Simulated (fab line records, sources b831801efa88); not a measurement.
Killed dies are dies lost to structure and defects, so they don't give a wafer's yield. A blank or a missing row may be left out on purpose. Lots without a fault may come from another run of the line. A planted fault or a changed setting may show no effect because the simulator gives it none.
fab line records | flow sky130
record lots=14 wafers=42 last_day=50
route steps=708 shown FIELD_ISO@14 SONOS_TUNNEL@163 LDD_HVP@285 LI_CONTACT@377
lots that met no fault: from a run of the same line without faults
start_h: hours from the record's first day to the start of the lot's first wafer shown | wait_h: hours since the lot's step before | " the same as in the row above | L1.1+2: a row that stands for several wafers | - no value, or no start given | * or withheld: withheld | < > ~ a bound
route shown NAME@n: a module of which the file shows steps, and the number in the route of the first | usual: mean/standard deviation of fault-free wafers | same: alike in all rows | chamber/n: place in a boat | sites: the reading at each site | _std_site: their standard deviation | _edge_site: outer sites' mean less inner sites' | radius_mm: how far each site lies from the wafer's centre | mask NAME#n: copy n | behind: the tool/chamber that last shaped the wafer | hold: why the lot was held/for how many hours/how that ended | device: the transistor (n, p or np) that didn't switch | end of line: the same wafers' tests at the end of the route | a step without rows: its recipe alone | killed: dies lost to structure and defects at the first sort, not the wafer's yield | map: a wafer's dies, x killed, . not, _ none there
set.NAME: the setting as run; set.NAME@STEP: as run at that earlier step | model.NAME: the simulator's own value behind a step, which no gauge read
steps of the route over a sample of lots; a table a step, a row a wafer
services: from which hour (start_h, from the record's first day; less than 0 if before it) a tool's chamber was out of use, for how many hours, and why
## steps
# step SKY_FIELD_ISO_CD_MEAS_13
# recipe target_cd_nm=150
# usual cd_nm=149.8/1.3
# columns lot.wafer tool chamber start_h wait_h cd_nm
L181.2 cd_sem-01 - 29.78 - 152.4
L181.3 " - " " 149.9
L181.6 " - " " 150.8
L184.1 cd_sem-02 - 43.59 - 150.5
L184.5 " - " " 151.6
L184.6 " - " " 150.2
L185.1 cd_sem-02 - 52.86 - 151.6
L185.4 " - " " 150.4
L185.6 " - " " 150.7
L186.1 cd_sem-01 - 57.94 - 149.6
L186.2 " - " " 147.7
L186.4 " - " " 148.8
L187.2 cd_sem-02 - 61.91 - 151.1
L187.3 " - " " 150.8
L187.6 " - " " 150.1
L189.2 cd_sem-01 - 70.43 - 149.2
L189.3 " - " " 150.6
L189.5 " - " " 149.9
L190.1 cd_sem-01 - 76.14 - 148.5
L190.3 " - " " 152.8
L190.5 " - " " 150.8
L191.1 cd_sem-01 - 81.51 - 149.5
L191.3 " - " " 150.6
L191.6 " - " " 150.5
L192.3 cd_sem-02 - 84.90 - 149.6
L192.4 " - " " 149.3
L192.6 " - " " 149.8
L193.1 cd_sem-02 - 92.51 - 148.7
L193.4 " - " " 148.1
L193.6 " - " " 149.6
L195.1 cd_sem-02 - 103.61 - 149.9
L195.5 " - " " 148.2
L195.6 " - " " 147.6
L198.2 cd_sem-02 - 117.53 - 149.8
L198.3 " - " " 150.5
L198.6 " - " " 148.9
L199.4 cd_sem-02 - 121.79 - 148.8
L199.5 " - " " 146.9
L199.6 " - " " 145.9
L201.3 cd_sem-02 - 133.45 - 148.0
L201.4 " - " " 149.1
L201.5 " - " " 148.3
# step SKY_SONOS_TUNNEL_IMPLANT_09
# recipe species=B energy_kev=20 dose_cm2=1e+12 tilt_deg=withheld
# usual beam_energy_keV=20.001/0.0067
# same implant_ion_amu=11
# columns lot.wafer tool chamber start_h wait_h beam_energy_keV
L181.2 implanter-01 0 250.94 0.0 20.000
L181.3 " 0 " " 20.002
L181.6 " 0 " " 19.990
L184.1 implanter-04 0 272.36 0.0 19.990
L184.5 " 0 " " 19.987
L184.6 " 0 " " 19.994
L185.1 implanter-02 0 287.26 0.0 20.005
L185.4 " 0 " " 20.008
L185.6 " 0 " " 20.000
L186.1 implanter-04 0 295.66 0.0 20.005
L186.2 " 0 " " 20.001
L186.4 " 0 " " 20.004
L187.2 implanter-01 0 298.94 0.0 20.010
L187.3 " 0 " " 20.009
L187.6 " 0 " " 19.998
L189.2 implanter-01 0 315.61 0.0 20.003
L189.3 " 0 " " 20.001
L189.5 " 0 " " 19.997
L190.1 implanter-02 0 324.51 0.0 20.009
L190.3 " 0 " " 20.012
L190.5 " 0 " " 20.009
L191.1 implanter-02 0 325.06 0.0 19.997
L191.3 " 0 " " 19.999
L191.6 " 0 " " 20.007
L192.3 implanter-01 0 330.64 0.1 20.003
L192.4 " 0 " " 19.995
L192.6 " 0 " " 20.012
L193.1 implanter-02 0 350.21 0.0 20.012
L193.4 " 0 " " 20.000
L193.6 " 0 " " 20.011
L195.1 implanter-04 0 363.21 0.0 19.995
L195.5 " 0 " " 19.990
L195.6 " 0 " " 19.993
L198.2 implanter-02 0 384.76 0.0 17.985
L198.3 " 0 " " 17.984
L198.6 " 0 " " 17.992
L199.4 implanter-04 0 395.29 0.1 19.995
L199.5 " 0 " " 20.003
L199.6 " 0 " " 19.999
L201.3 implanter-02 0 418.14 0.1 17.977
L201.4 " 0 " " 17.976
L201.5 " 0 " " 17.974
# step SKY_LDD_HVP_OVL_MEAS_07
# usual LDD_HVP_OVL=0.7/1.3
# columns lot.wafer tool chamber start_h wait_h LDD_HVP_OVL[nm]
L181.2 overlay-01 - 497.51 0.1 2.0
L181.3 " - " " 0.5
L181.6 " - " " 0.4
L184.1 overlay-02 - 522.25 0.1 -1.8
L184.5 " - " " -0.7
L184.6 " - " " -2.2
L185.1 overlay-01 - 533.98 0.1 1.7
L185.4 " - " " 2.1
L185.6 " - " " 0.7
L187.2 overlay-01 - 549.46 0.1 2.2
L187.3 " - " " 0.6
L187.6 " - " " 1.5
L186.1 overlay-01 - 553.98 0.1 0.0
L186.2 " - " " 1.1
L186.4 " - " " 0.5
L189.2 overlay-01 - 578.66 0.1 3.0
L189.3 " - " " 1.8
L189.5 " - " " 2.2
L190.1 overlay-01 - 586.68 0.1 0.2
L190.3 " - " " 1.3
L190.5 " - " " 1.1
L192.3 overlay-02 - 588.19 0.1 3.3
L192.4 " - " " 1.7
L192.6 " - " " 1.4
L191.1 overlay-02 - 588.55 0.1 -0.1
L191.3 " - " " 0.2
L191.6 " - " " 0.4
L193.1 overlay-02 - 610.21 0.1 -0.5
L193.4 " - " " 1.0
L193.6 " - " " 2.1
L195.1 overlay-02 - 621.93 0.1 1.5
L195.5 " - " " 1.5
L195.6 " - " " 2.2
L198.2 overlay-02 - 644.21 0.1 1.4
L198.3 " - " " 1.7
L198.6 " - " " 1.3
L199.4 overlay-02 - 651.27 0.1 -2.4
L199.5 " - " " -0.4
L199.6 " - " " -1.9
L201.3 overlay-02 - 675.47 0.1 -0.7
L201.4 " - " " -1.3
L201.5 " - " " -0.1
# step SKY_LI_CONTACT_ETCH_15
# recipe target=PSG chemistry=C4F8/O2/Ar stop_on=Si taper_deg=4.15 mask_material=KrF-thick source_w=1500 bias_w=1200 pressure_mtorr=40 c4f8_flow_sccm=withheld O2_flow_sccm=6 Ar_flow_sccm=300 time_s=withheld target_depth_a=6000
# usual oes_product_au=0.837/0.0043
# columns lot.wafer tool chamber start_h wait_h oes_product_au
L181.2 rie_diel-04 0 680.83 0.0 0.842
L181.3 " 1 " " 0.838
L181.6 " 1 " " 0.834
L184.1 rie_diel-02 0 701.40 0.0 0.841
L184.5 " 0 " " 0.837
L184.6 " 1 " " 0.839
L185.1 rie_diel-04 2 712.83 0.0 0.842
L185.4 " 0 " " 0.835
L185.6 " 2 " " 0.843
L187.2 rie_diel-04 1 728.06 0.0 0.843
L187.3 " 2 " " 0.842
L187.6 " 3 " " 0.831
L186.1 rie_diel-02 0 732.83 0.0 0.836
L186.2 " 2 " " 0.834
L186.4 " 3 " " 0.835
L189.2 rie_diel-04 0 753.39 0.0 0.838
L189.3 " 3 " " 0.834
L189.5 " 1 " " 0.836
L190.1 rie_diel-03 0 762.83 0.0 0.834
L190.3 " 3 " " 0.835
L190.5 " 2 " " 0.845
L192.3 rie_diel-04 0 765.70 0.0 0.838
L192.4 " 1 " " 0.832
L192.6 " 0 " " 0.826
L191.1 rie_diel-02 2 766.61 0.0 0.837
L191.3 " 1 " " 0.844
L191.6 " 1 " " 0.835
L193.1 rie_diel-03 2 782.30 0.0 0.834
L193.4 " 2 " " 0.840
L193.6 " 1 " " 0.843
L195.1 rie_diel-03 1 792.30 0.0 0.841
L195.5 " 1 " " 0.832
L195.6 " 3 " " 0.834
L198.2 rie_diel-02 0 813.66 0.0 0.840
L198.3 " 1 " " 0.834
L198.6 " 3 " " 0.832
L199.4 rie_diel-02 1 819.78 0.0 0.834
L199.5 " 0 " " 0.834
L199.6 " 1 " " 0.836
L201.3 rie_diel-02 1 844.21 0.0 0.837
L201.4 " 3 " " 0.839
L201.5 " 3 " " 0.837
## services
# columns tool chamber start_h hours kind
rie_diel-04 - 244.48 4.0 repair
rie_diel-04 - 246.90 1.0 repair
rie_diel-02 3 270.85 9.3 repair
rie_diel-04 - 316.38 0.3 repair
rie_diel-04 - 350.99 2.8 pm
rie_diel-04 0 353.75 3.3 repair
rie_diel-04 2 375.60 2.4 repair
rie_diel-04 0 376.24 7.2 repair
rie_diel-02 - 390.89 1.2 repair
rie_diel-02 0 445.81 2.6 repair
implanter-02 - 452.46 1.7 repair
implanter-02 - 469.14 3.4 repair
rie_diel-02 - 477.99 2.8 pm
implanter-02 - 506.07 1.1 repair
implanter-02 - 529.94 3.9 pm
rie_diel-02 0 542.87 12.0 repair
rie_diel-02 - 612.70 0.5 repair
implanter-02 - 663.37 5.9 pm
implanter-02 - 672.44 4.9 pm
implanter-02 - 688.67 106.7 pm
rie_diel-02 0 748.40 12.2 repair
rie_diel-02 1 782.98 27.2 repair
rie_diel-02 3 801.54 3.1 repair
implanter-02 - 835.68 1.7 repair
## key
first_sign step=SKY_SONOS_TUNNEL_IMPLANT_09 reading=beam_energy_keV direction=down sigmas=99+ usual=* struck=*
effect none on later readings
met_at SKY_SONOS_TUNNEL_IMPLANT_09
struck_lots L198,L201
tester_left_out L198,L201
not_acting_at SKY_FIELD_ISO_CD_MEAS_13,SKY_LDD_HVP_OVL_MEAS_07,SKY_LI_CONTACT_ETCH_15
onset_between 350.21 384.76
fault kind=process_parameter_drift tool=implanter-02 chamber=- onset_h=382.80 steps=SKY_SONOS_TUNNEL_IMPLANT_09 channel=energy_kev offset=* shape=step end_h=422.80 acts_in=* stated=*
# tester_left_out: of these lots the tester's yield and bins aren't shown, on N5 and GAA mostly nor the transistor test; their killed dies are dies lost to structure and defects alone, not to doping, threshold or leakage, so they don't give the yield
